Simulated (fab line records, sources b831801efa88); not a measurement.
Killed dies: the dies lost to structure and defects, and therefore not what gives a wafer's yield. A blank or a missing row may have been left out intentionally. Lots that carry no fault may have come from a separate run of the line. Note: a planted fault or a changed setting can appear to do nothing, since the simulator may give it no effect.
Check for tools in common | flow sky130 | 12 lots, 36 wafers sampled

WHY IT WAS OPENED
Of 12 lots, 3 have the reading VT_ADJUST_PCH_TW flagged at SKY_VT_ADJUST_PCH_TW_MEAS_10. No-fault wafers: 144.4, standard deviation 1.1.
Rule: flag the lot when none of its wafers has a number, or when each of its wafers that has one lies beyond 4 standard deviations from that mean. The rest of the lots are taken to be sound.

lot  | measured     | on           | VT_ADJUST_PCH_TW, wafer by wafer | flag
L540 | day 10 03:01 | filmMetro-02 | 144.4 144.2 143.9                | 
L545 | day 11 16:18 | filmMetro-04 | 145.9 144.2 145.7                | 
L546 | day 11 21:13 | filmMetro-03 | 143.0 143.2 142.3                | 
L547 | day 12 05:11 | filmMetro-03 | 143.9 142.7 143.9                | 
L549 | day 12 22:35 | filmMetro-03 | 116.8 117.6 117.4                | FLAGGED
L551 | day 13 07:22 | filmMetro-04 | 119.0 119.1 118.9                | FLAGGED
L552 | day 13 16:33 | filmMetro-04 | 118.5 118.8 118.4                | FLAGGED
L558 | day 15 10:46 | filmMetro-04 | 145.4 146.0 145.1                | 
L560 | day 16 08:14 | filmMetro-02 | 144.4 144.8 143.7                | 
L561 | day 16 14:29 | filmMetro-04 | 145.5 145.5 145.8                | 
L562 | day 16 21:21 | filmMetro-02 | 144.5 144.4 143.5                | 
L563 | day 17 01:59 | filmMetro-04 | 145.1 145.1 145.0                | 
The numbers of the flagged lots are 118.3 on average: -26.1 against the usual, or -24 standard deviations.

TOOL THAT RAN EACH LOT
Before the reading, the record contains 2 process steps out of a 708-step route. Cell contents, in order: the tool; ch with the chambers the sampled wafers went through; the start.
lot  | flag    | SKY_VT_ADJUST_LVTN_STRIP_20         | SKY_VT_ADJUST_PCH_IMPLANT_08
L540 |         | plasmaAsher-02 ch 0,1, day 7 15:04  | implanter-03 ch 0, day 10 02:48
L545 |         | plasmaAsher-03 ch 0,1, day 8 23:25  | implanter-03 ch 0, day 11 16:03
L546 |         | plasmaAsher-02 ch 0,1, day 9 04:43  | implanter-02 ch 0, day 11 20:58
L547 |         | plasmaAsher-02 ch 0,1, day 9 10:22  | implanter-02 ch 0, day 12 04:58
L549 | FLAGGED | plasmaAsher-03 ch 0,1, day 10 03:28 | implanter-02 ch 0, day 12 22:20
L551 | FLAGGED | plasmaAsher-02 ch 1, day 10 10:05   | implanter-02 ch 0, day 13 07:07
L552 | FLAGGED | plasmaAsher-03 ch 0,1, day 10 18:25 | implanter-02 ch 0, day 13 16:18
L558 |         | plasmaAsher-04 ch 0,1, day 12 07:49 | implanter-01 ch 0, day 15 10:31
L560 |         | plasmaAsher-02 ch 0,1, day 13 02:31 | implanter-02 ch 0, day 16 08:01
L561 |         | plasmaAsher-03 ch 0,1, day 13 07:04 | implanter-03 ch 0, day 16 14:14
L562 |         | plasmaAsher-02 ch 0,1, day 13 13:35 | implanter-03 ch 0, day 16 21:06
L563 |         | plasmaAsher-03 ch 0,1, day 13 17:07 | implanter-01 ch 0, day 17 01:46
What these steps do:
- SKY_VT_ADJUST_LVTN_STRIP_20: strips in O2/N2.
- SKY_VT_ADJUST_PCH_IMPLANT_08
- SKY_VT_ADJUST_PCH_TW_MEAS_10

FLAGGED AGAINST TOTAL, ONE TOOL AT A TIME (gauges that did the reading follow at the end)
step                         | tool           | lots run | flagged | share of the flagged lots | sound lots run after its first flagged lot
SKY_VT_ADJUST_LVTN_STRIP_20  | plasmaAsher-02 | 6        | 1       | some                      | 2 (L560,L562)
SKY_VT_ADJUST_LVTN_STRIP_20  | plasmaAsher-03 | 5        | 2       | some                      | 2 (L561,L563)
SKY_VT_ADJUST_LVTN_STRIP_20  | plasmaAsher-04 | 1        | 0       | none                      | -
SKY_VT_ADJUST_PCH_IMPLANT_08 | implanter-01   | 2        | 0       | none                      | -
SKY_VT_ADJUST_PCH_IMPLANT_08 | implanter-02   | 6        | 3       | all                       | 1 (L560)
SKY_VT_ADJUST_PCH_IMPLANT_08 | implanter-03   | 4        | 0       | none                      | -
SKY_VT_ADJUST_PCH_TW_MEAS_10 | filmMetro-02   | 3        | 0       | none                      | -
SKY_VT_ADJUST_PCH_TW_MEAS_10 | filmMetro-03   | 3        | 1       | some                      | 0
SKY_VT_ADJUST_PCH_TW_MEAS_10 | filmMetro-04   | 6        | 2       | some                      | 3 (L558,L561,L563)

WHAT IS ALLOWED BY THE TABLE
In the table, 1 row covers all flagged lots: implanter-02 at SKY_VT_ADJUST_PCH_IMPLANT_08.
- implanter-02 at SKY_VT_ADJUST_PCH_IMPLANT_08 ran 6 lots, 3 of them flagged. After the first flagged lot (L560), sound lots still ran on it; a lasting fault on the whole tool would not permit that. Its own readings (doseIonsCm2, faradayCurrentUA) fall more than 4 standard deviations out on all wafers of the flagged lots.
Every row of the table either missed a flagged lot or ran a sound lot after the first.

WHAT HAD BEEN PUT IN BY THE SIMULATOR
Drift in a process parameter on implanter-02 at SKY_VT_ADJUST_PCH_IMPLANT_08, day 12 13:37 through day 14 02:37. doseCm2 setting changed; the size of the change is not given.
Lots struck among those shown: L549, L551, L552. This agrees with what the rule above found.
